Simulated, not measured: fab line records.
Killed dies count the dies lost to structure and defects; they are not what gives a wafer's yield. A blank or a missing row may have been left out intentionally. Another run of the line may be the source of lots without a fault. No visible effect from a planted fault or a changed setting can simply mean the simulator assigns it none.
Problem report, 8D (eight disciplines) form, completed by code / flow sky130 / the parts of the form that need people (team, actions taken, sign-off) are left out

== 1. WHAT IS WRONG ==
Wafers free of any fault read 248 nm (standard deviation 3.2) for METAL1_ALCU_THK at SKY_METAL1_THK_MEAS_06, against a mean of 220 nm on 2 wafers of 2 lots. Relative to the usual mean, that is a shift of -8.8 standard deviations.
The step: measures by xrf.
Earliest sighting: wafer L185.5 on film_metro-01 at day 35 08:12. The record holds 33 wafers of 11 lots with a number at this step. The rule behind "out" and "out of limits": a value lying over 4 standard deviations away from the usual mean. Any other wafer with a number is counted as sound.

== 2. WHAT THIS IS AND IS NOT ==
question=which readings at this step | is=METAL1_ALCU_THK | is not=-
question=which lots | is=L185, L188 | is not=L173, L176, L177, L184, L187, L189, L190, L192, L196
question=which wafers of those lots | is=L185.5, L188.3 | is not=L185.3, L185.6, L188.2, L188.4
question=read on which gauges | is=film_metro-01 | is not=film_metro-02, film_metro-03
question=when | is=from day 35 08:12 | is not=up to then (14 sound wafers); but 17 sound wafers of L187, L188, L189, L190, L192, L196 came after

== 3. THE SUSPECTS, EACH WITH WHAT RULES IT OUT ==
Counting: any tool at a process step up to the reading remains a suspect provided it ran every lot that is out. Sound lots after the first of them don't rule it out here, since some wafers of a struck lot are sound.
- ruled out: the gauge at SKY_METAL1_THK_MEAS_06. All the wafers that are out were read on film_metro-01, but those of them that SKY_METAL1_METAL_ETCH_19 has rows for are out there too, on other tools.
- pvd_sputter-02 at SKY_METAL1_SPUTTER_04 (material TiN, target thk 70 nm, time 58.3 s): kept. Every lot that is out went through it, the first being L185 (day 35 05:17); the last sound lot it ran before that was L177 (day 32 13:49).
The count leaves pvd_sputter-02 at SKY_METAL1_SPUTTER_04.

== 4. THE CAUSE (what the simulator had put in) ==
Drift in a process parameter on pvd_sputter-02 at SKY_METAL1_SPUTTER_04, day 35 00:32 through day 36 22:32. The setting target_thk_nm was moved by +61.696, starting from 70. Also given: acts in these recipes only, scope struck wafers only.
Only this tool survived the counting.

== 5. THE CHAIN OF EFFECTS, in route order ==
One row per reading whose mean, taken over the struck wafers that have a number, lies over 3 standard deviations from the usual. Only readings whose record carries a usual standard deviation are examined. hours: median over the lots of the time between each lot's start at the first step of this table that gives one and its start at this step. sigmas: the change, counted in usual standard deviations.
hours=0; step=SKY_METAL1_THK_MEAS_06; reading=METAL1_ALCU_THK; usual=248 nm; on struck wafers=220; change=-28; sigmas=-8.8
hours=24; step=SKY_METAL1_METAL_ETCH_19; reading=oes_product_au; usual=0.855 a.u.; on struck wafers=0.898; change=+0.043; sigmas=+7.4
Its process steps:
- SKY_METAL1_METAL_ETCH_19: etches the open film in Cl2/BCl3, stops on SiO2, target depth 360 nm, time 78 s.

== 6. HOW IT WOULD HAVE BEEN CAUGHT EARLIER ==
In this record the first reading out of limits at a measuring or inspecting step was taken at day 35 08:12, 8 hours after the fault began at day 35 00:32.
Tool readings at SKY_METAL1_SPUTTER_04 with a usual standard deviation given in the record: none out on any struck wafer, hence no alarm at a limit of 4 standard deviations on them.
Lots out: 2; of these, L188 started SKY_METAL1_SPUTTER_04 on pvd_sputter-02 after day 35 08:12. A hold on the tool at that time would have spared it.
